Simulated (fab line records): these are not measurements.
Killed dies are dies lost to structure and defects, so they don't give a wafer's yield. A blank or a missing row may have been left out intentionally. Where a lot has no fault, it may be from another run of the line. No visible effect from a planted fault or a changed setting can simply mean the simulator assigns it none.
Which tool did it? :: flow sky130 :: 14 lots, 40 wafers sampled, at 4 steps of a route of 708

== WHAT THE GAUGES READ, wafer by wafer ==
SKY_DNWELL_TW_MEAS_09. Usual: DNWELL_TW 1114, standard deviation 6.9.
lot: L781
measured: day 3 05:14
on: film_metro-03
DNWELL_TW: 1114 1115 1116
flag: 

lot: L782
measured: day 3 09:09
on: film_metro-02
DNWELL_TW: 1110 1117 1112
flag: 

lot: L783
measured: day 3 14:53
on: film_metro-03
DNWELL_TW: 1107 1116 1111
flag: 

lot: L784
measured: day 3 19:28
on: film_metro-02
DNWELL_TW: 1110 1109 1112
flag: 

lot: L785
measured: day 4 05:46
on: film_metro-03
DNWELL_TW: 1121 1117 1118
flag: 

lot: L786
measured: day 4 09:08
on: film_metro-03
DNWELL_TW: 1103 1111 1115
flag: 

lot: L788
measured: day 4 20:18
on: film_metro-02
DNWELL_TW: 1108
flag: 

lot: L798
measured: day 6 23:27
on: film_metro-03
DNWELL_TW: 1114 1121 1118
flag: 

lot: L799
measured: day 7 06:02
on: film_metro-01
DNWELL_TW: 1116 1117 1118
flag: 

lot: L800
measured: day 7 12:37
on: film_metro-01
DNWELL_TW: 1121 1121 1116
flag: 

lot: L802
measured: day 7 17:50
on: film_metro-01
DNWELL_TW: 1128 1128 1125
flag: 

lot: L803
measured: day 8 01:23
on: film_metro-01
DNWELL_TW: 1121 1124 1120
flag: 

lot: L804
measured: day 8 08:13
on: film_metro-02
DNWELL_TW: 1104 1104 1102
flag: 

== WHICH TOOL RAN EACH LOT (tool, then ch and the chambers of the sampled wafers, then the start) ==
lot: L781
SKY_FIELD_ISO_ETCH_14: rie_diel-04 ch 0,2,3, day 2 05:03
SKY_FIELD_ISO_ETCH_15: rie_diel-04 ch 0,2,3, day 2 05:05
SKY_FIELD_ISO_STRIP_16: plasma_asher-03 ch 0,1, day 2 05:09

lot: L782
SKY_FIELD_ISO_ETCH_14: rie_diel-03 ch 2,3, day 2 09:29
SKY_FIELD_ISO_ETCH_15: rie_diel-03 ch 2,3, day 2 09:32
SKY_FIELD_ISO_STRIP_16: plasma_asher-04 ch 0,1, day 2 09:37

lot: L783
SKY_FIELD_ISO_ETCH_14: rie_diel-01 ch 2,3, day 2 14:26
SKY_FIELD_ISO_ETCH_15: rie_diel-01 ch 2,3, day 2 14:29
SKY_FIELD_ISO_STRIP_16: plasma_asher-02 ch 0,1, day 2 14:34

lot: L784
SKY_FIELD_ISO_ETCH_14: rie_diel-04 ch 0,2,3, day 2 19:45
SKY_FIELD_ISO_ETCH_15: rie_diel-04 ch 0,2,3, day 2 19:47
SKY_FIELD_ISO_STRIP_16: plasma_asher-03 ch 0, day 2 19:51

lot: L785
SKY_FIELD_ISO_ETCH_14: rie_diel-01 ch 0,2,3, day 3 03:41
SKY_FIELD_ISO_ETCH_15: rie_diel-01 ch 0,2,3, day 3 03:44
SKY_FIELD_ISO_STRIP_16: plasma_asher-02 ch 0,1, day 3 03:47

lot: L786
SKY_FIELD_ISO_ETCH_14: rie_diel-03 ch 0,1,3, day 3 09:32
SKY_FIELD_ISO_ETCH_15: rie_diel-03 ch 0,1,3, day 3 09:35
SKY_FIELD_ISO_STRIP_16: plasma_asher-04 ch 0,1, day 3 09:38

lot: L788
SKY_FIELD_ISO_ETCH_14: rie_diel-01 ch 0,3, day 3 17:51
SKY_FIELD_ISO_ETCH_15: rie_diel-01 ch 0,3, day 3 17:53
SKY_FIELD_ISO_STRIP_16: plasma_asher-03 ch 1, day 3 17:57

lot: L794
SKY_FIELD_ISO_ETCH_14: rie_diel-01 ch 0,3, day 5 01:15
SKY_FIELD_ISO_ETCH_15: rie_diel-01 ch 0,3, day 5 01:17
SKY_FIELD_ISO_STRIP_16: plasma_asher-04 ch 0,1, day 5 01:21

lot: L798
SKY_FIELD_ISO_ETCH_14: rie_diel-03 ch 0,1,2, day 5 22:29
SKY_FIELD_ISO_ETCH_15: rie_diel-03 ch 0,1,2, day 5 22:32
SKY_FIELD_ISO_STRIP_16: plasma_asher-03 ch 0,1, day 5 22:37

lot: L799
SKY_FIELD_ISO_ETCH_14: rie_diel-03 ch 1,3, day 6 02:38
SKY_FIELD_ISO_ETCH_15: rie_diel-03 ch 1,3, day 6 02:41
SKY_FIELD_ISO_STRIP_16: plasma_asher-02 ch 0,1, day 6 02:46

lot: L800
SKY_FIELD_ISO_ETCH_14: rie_diel-04 ch 2,3, day 6 09:09
SKY_FIELD_ISO_ETCH_15: rie_diel-04 ch 2,3, day 6 09:11
SKY_FIELD_ISO_STRIP_16: plasma_asher-03 ch 0,1, day 6 09:15

lot: L802
SKY_FIELD_ISO_ETCH_14: rie_diel-04 ch 1,2, day 6 16:41
SKY_FIELD_ISO_ETCH_15: rie_diel-04 ch 1,2, day 6 16:44
SKY_FIELD_ISO_STRIP_16: plasma_asher-04 ch 0,1, day 6 16:49

lot: L803
SKY_FIELD_ISO_ETCH_14: rie_diel-04 ch 2, day 6 23:47
SKY_FIELD_ISO_ETCH_15: rie_diel-04 ch 2, day 6 23:51
SKY_FIELD_ISO_STRIP_16: plasma_asher-04 ch 0, day 6 23:56

lot: L804
SKY_FIELD_ISO_ETCH_14: rie_diel-03 ch 0,3, day 7 05:02
SKY_FIELD_ISO_ETCH_15: rie_diel-03 ch 0,3, day 7 05:05
SKY_FIELD_ISO_STRIP_16: plasma_asher-04 ch 0,1, day 7 05:08
- SKY_FIELD_ISO_ETCH_14: etches BARC in N2/H2, stops on SiO2, time 45.9 s, target depth 60 nm.
- SKY_FIELD_ISO_ETCH_15: etches the open film in CHF3/O2, stops on Si, target depth 180 nm, time 72 s.
- SKY_FIELD_ISO_STRIP_16: strips in O2/N2.

== AS READ BY THE TOOLS THEMSELVES (means over the sampled wafers that have a number; for cases with no such wafer, the mark the record gives instead) ==
SKY_FIELD_ISO_ETCH_14. Usual: drypump_motor_current_A 6.0 A, standard deviation 0.36; oes_product_au 0.854 a.u., standard deviation 0.0049; run_length_s 74.1 s, standard deviation 0.55; throttle_valve_pct 13.226 %, standard deviation 0.0093.
lot: L781
tool: rie_diel-04
drypump_motor_current_A (A): 6.2
oes_product_au (a.u.): 0.858
run_length_s (s): 74.1
throttle_valve_pct (%): 13.226
flag: 

lot: L782
tool: rie_diel-03
drypump_motor_current_A (A): 5.6
oes_product_au (a.u.): 0.854
run_length_s (s): 74.4
throttle_valve_pct (%): 13.234
flag: 

lot: L783
tool: rie_diel-01
drypump_motor_current_A (A): 5.7
oes_product_au (a.u.): 0.851
run_length_s (s): 73.8
throttle_valve_pct (%): 13.230
flag: 

lot: L784
tool: rie_diel-04
drypump_motor_current_A (A): 6.2
oes_product_au (a.u.): 0.855
run_length_s (s): 74.2
throttle_valve_pct (%): 13.218
flag: 

lot: L785
tool: rie_diel-01
drypump_motor_current_A (A): 5.9
oes_product_au (a.u.): 0.852
run_length_s (s): 73.7
throttle_valve_pct (%): 13.218
flag: 

lot: L786
tool: rie_diel-03
drypump_motor_current_A (A): 5.9
oes_product_au (a.u.): 0.850
run_length_s (s): 74.1
throttle_valve_pct (%): 13.226
flag: 

lot: L788
tool: rie_diel-01
drypump_motor_current_A (A): 5.8
oes_product_au (a.u.): 0.921
run_length_s (s): 61.5
throttle_valve_pct (%): 13.233
flag: OFF

lot: L794
tool: rie_diel-01
drypump_motor_current_A (A): 5.9
oes_product_au (a.u.): 0.988
run_length_s (s): 50.2
throttle_valve_pct (%): 13.234
flag: OFF

lot: L798
tool: rie_diel-03
drypump_motor_current_A (A): 5.6
oes_product_au (a.u.): 0.859
run_length_s (s): 74.1
throttle_valve_pct (%): 13.227
flag: 

lot: L799
tool: rie_diel-03
drypump_motor_current_A (A): 5.8
oes_product_au (a.u.): 0.852
run_length_s (s): 73.6
throttle_valve_pct (%): 13.228
flag: 

lot: L800
tool: rie_diel-04
drypump_motor_current_A (A): 6.4
oes_product_au (a.u.): 0.852
run_length_s (s): 74.2
throttle_valve_pct (%): 13.229
flag: 

lot: L802
tool: rie_diel-04
drypump_motor_current_A (A): 6.4
oes_product_au (a.u.): 0.851
run_length_s (s): 74.5
throttle_valve_pct (%): 13.233
flag: 

lot: L803
tool: rie_diel-04
drypump_motor_current_A (A): 6.6
oes_product_au (a.u.): 0.855
run_length_s (s): 74.1
throttle_valve_pct (%): 13.228
flag: 

lot: L804
tool: rie_diel-03
drypump_motor_current_A (A): 6.2
oes_product_au (a.u.): 0.856
run_length_s (s): 74.5
throttle_valve_pct (%): 13.218
flag: 

SKY_FIELD_ISO_ETCH_15. Usual: chf3_flow_sccm 49.98 sccm, standard deviation 0.13; drypump_motor_current_A 6.0 A, standard deviation 0.36; oes_product_au 0.946 a.u., standard deviation 0.0064; run_length_s 100.2 s, standard deviation 0.54; throttle_valve_pct 8.845 %, standard deviation 0.0089.
lot: L781
tool: rie_diel-04
chf3_flow_sccm (sccm): 49.97
drypump_motor_current_A (A): 6.2
oes_product_au (a.u.): 0.943
run_length_s (s): 100.2
throttle_valve_pct (%): 8.849
flag: 

lot: L782
tool: rie_diel-03
chf3_flow_sccm (sccm): 49.99
drypump_motor_current_A (A): 5.6
oes_product_au (a.u.): 0.937
run_length_s (s): 100.6
throttle_valve_pct (%): 8.846
flag: 

lot: L783
tool: rie_diel-01
chf3_flow_sccm (sccm): 49.93
drypump_motor_current_A (A): 5.6
oes_product_au (a.u.): 0.939
run_length_s (s): 99.9
throttle_valve_pct (%): 8.852
flag: 

lot: L784
tool: rie_diel-04
chf3_flow_sccm (sccm): 50.04
drypump_motor_current_A (A): 6.2
oes_product_au (a.u.): 0.943
run_length_s (s): 100.1
throttle_valve_pct (%): 8.848
flag: 

lot: L785
tool: rie_diel-01
chf3_flow_sccm (sccm): 49.89
drypump_motor_current_A (A): 5.9
oes_product_au (a.u.): 0.946
run_length_s (s): 99.8
throttle_valve_pct (%): 8.837
flag: 

lot: L786
tool: rie_diel-03
chf3_flow_sccm (sccm): 50.00
drypump_motor_current_A (A): 5.9
oes_product_au (a.u.): 0.943
run_length_s (s): 100.0
throttle_valve_pct (%): 8.851
flag: 

lot: L788
tool: rie_diel-01
chf3_flow_sccm (sccm): 49.98
drypump_motor_current_A (A): 5.8
oes_product_au (a.u.): 0.661
run_length_s (s): 99.5
throttle_valve_pct (%): 8.762
flag: OFF

lot: L794
tool: rie_diel-01
chf3_flow_sccm (sccm): 49.92
drypump_motor_current_A (A): 5.8
oes_product_au (a.u.): 0.373
run_length_s (s): 99.8
throttle_valve_pct (%): 8.672
flag: OFF

lot: L798
tool: rie_diel-03
chf3_flow_sccm (sccm): 49.98
drypump_motor_current_A (A): 5.6
oes_product_au (a.u.): 0.947
run_length_s (s): 100.1
throttle_valve_pct (%): 8.841
flag: 

lot: L799
tool: rie_diel-03
chf3_flow_sccm (sccm): 49.96
drypump_motor_current_A (A): 5.8
oes_product_au (a.u.): 0.947
run_length_s (s): 99.7
throttle_valve_pct (%): 8.842
flag: 

lot: L800
tool: rie_diel-04
chf3_flow_sccm (sccm): 49.97
drypump_motor_current_A (A): 6.4
oes_product_au (a.u.): 0.955
run_length_s (s): 100.4
throttle_valve_pct (%): 8.848
flag: 

lot: L802
tool: rie_diel-04
chf3_flow_sccm (sccm): 50.06
drypump_motor_current_A (A): 6.3
oes_product_au (a.u.): 0.940
run_length_s (s): 100.5
throttle_valve_pct (%): 8.841
flag: 

lot: L803
tool: rie_diel-04
chf3_flow_sccm (sccm): 49.83
drypump_motor_current_A (A): 6.6
oes_product_au (a.u.): 0.949
run_length_s (s): 100.2
throttle_valve_pct (%): 8.840
flag: 

lot: L804
tool: rie_diel-03
chf3_flow_sccm (sccm): 50.06
drypump_motor_current_A (A): 6.1
oes_product_au (a.u.): 0.950
run_length_s (s): 100.7
throttle_valve_pct (%): 8.828
flag: 

SKY_FIELD_ISO_STRIP_16. Usual: drypump_motor_current_A 5.6 A, standard deviation 0.45; o2_flow_sccm 3001 sccm, standard deviation 8.6; oes_product_au 0.379 a.u., standard deviation 0.0048; strip_time_to_endpoint_s 3.58 s, standard deviation 0.048.
lot: L781
tool: plasma_asher-03
drypump_motor_current_A (A): 6.1
o2_flow_sccm (sccm): 3006
oes_product_au (a.u.): 0.381
strip_time_to_endpoint_s (s): 3.61
flag: 

lot: L782
tool: plasma_asher-04
drypump_motor_current_A (A): 5.3
o2_flow_sccm (sccm): 2999
oes_product_au (a.u.): 0.379
strip_time_to_endpoint_s (s): 3.62
flag: 

lot: L783
tool: plasma_asher-02
drypump_motor_current_A (A): 5.5
o2_flow_sccm (sccm): 3004
oes_product_au (a.u.): 0.381
strip_time_to_endpoint_s (s): 3.65
flag: 

lot: L784
tool: plasma_asher-03
drypump_motor_current_A (A): 6.5
o2_flow_sccm (sccm): 2991
oes_product_au (a.u.): 0.376
strip_time_to_endpoint_s (s): 3.55
flag: 

lot: L785
tool: plasma_asher-02
drypump_motor_current_A (A): 5.5
o2_flow_sccm (sccm): 2991
oes_product_au (a.u.): 0.382
strip_time_to_endpoint_s (s): 3.54
flag: 

lot: L786
tool: plasma_asher-04
drypump_motor_current_A (A): 5.3
o2_flow_sccm (sccm): 2993
oes_product_au (a.u.): 0.379
strip_time_to_endpoint_s (s): 3.56
flag: 

lot: L788
tool: plasma_asher-03
drypump_motor_current_A (A): 5.3
o2_flow_sccm (sccm): 2996
oes_product_au (a.u.): 0.385
strip_time_to_endpoint_s (s): 3.71
flag: 

lot: L794
tool: plasma_asher-04
drypump_motor_current_A (A): 5.3
o2_flow_sccm (sccm): 3000
oes_product_au (a.u.): 0.390
strip_time_to_endpoint_s (s): 3.82
flag: OFF

lot: L798
tool: plasma_asher-03
drypump_motor_current_A (A): 5.7
o2_flow_sccm (sccm): 3002
oes_product_au (a.u.): 0.384
strip_time_to_endpoint_s (s): 3.63
flag: 

lot: L799
tool: plasma_asher-02
drypump_motor_current_A (A): 5.5
o2_flow_sccm (sccm): 3003
oes_product_au (a.u.): 0.377
strip_time_to_endpoint_s (s): 3.54
flag: 

lot: L800
tool: plasma_asher-03
drypump_motor_current_A (A): 5.7
o2_flow_sccm (sccm): 3001
oes_product_au (a.u.): 0.374
strip_time_to_endpoint_s (s): 3.58
flag: 

lot: L802
tool: plasma_asher-04
drypump_motor_current_A (A): 5.3
o2_flow_sccm (sccm): 3006
oes_product_au (a.u.): 0.379
strip_time_to_endpoint_s (s): 3.56
flag: 

lot: L803
tool: plasma_asher-04
drypump_motor_current_A (A): 5.3
o2_flow_sccm (sccm): 2996
oes_product_au (a.u.): 0.382
strip_time_to_endpoint_s (s): 3.65
flag: 

lot: L804
tool: plasma_asher-04
drypump_motor_current_A (A): 5.3
o2_flow_sccm (sccm): 3005
oes_product_au (a.u.): 0.377
strip_time_to_endpoint_s (s): 3.57
flag: 

== THE ANSWER, worked out from the rows above alone ==
Rule: take the mean of a lot's wafers that have a number; if it is more than 3 standard deviations from the usual mean, the lot is off. A lot without any number at a reading at which 4 lots or more have one is off too. Any other lot the step has rows for is counted as sound. After the gauges, taken in route order, come the tools' own readings; for these a lot's mean is taken, as printed above. The first step at which some lot is off is used, and at that step the reading that is off furthest; a lot without a number counts as furthest.
Off, at SKY_FIELD_ISO_ETCH_14 on run_length_s: L788, L794.
A tool fits if, at that step or a process step before it, it ran every lot that is off, and no sound lot after the first of them. One fits: rie_diel-01 at SKY_FIELD_ISO_ETCH_14. A fault onset in the window from L785 (day 3 03:41, its last sound lot) to L788 (day 3 17:51, its first lot off) fits.
The tool's own readings at SKY_FIELD_ISO_ETCH_14 bear it out: on the lots that are off they differ by more than 5 times the standard deviation of the sound lots' means. oes_product_au reads 0.955 a.u. there against 0.854 a.u. on the sound lots; run_length_s reads 55.9 s there against 74.1 s on the sound lots.

== WHAT THE SIMULATOR HAD PUT IN ==
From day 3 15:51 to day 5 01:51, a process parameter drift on rie_diel-01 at SKY_FIELD_ISO_ETCH_14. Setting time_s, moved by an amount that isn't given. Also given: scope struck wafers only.
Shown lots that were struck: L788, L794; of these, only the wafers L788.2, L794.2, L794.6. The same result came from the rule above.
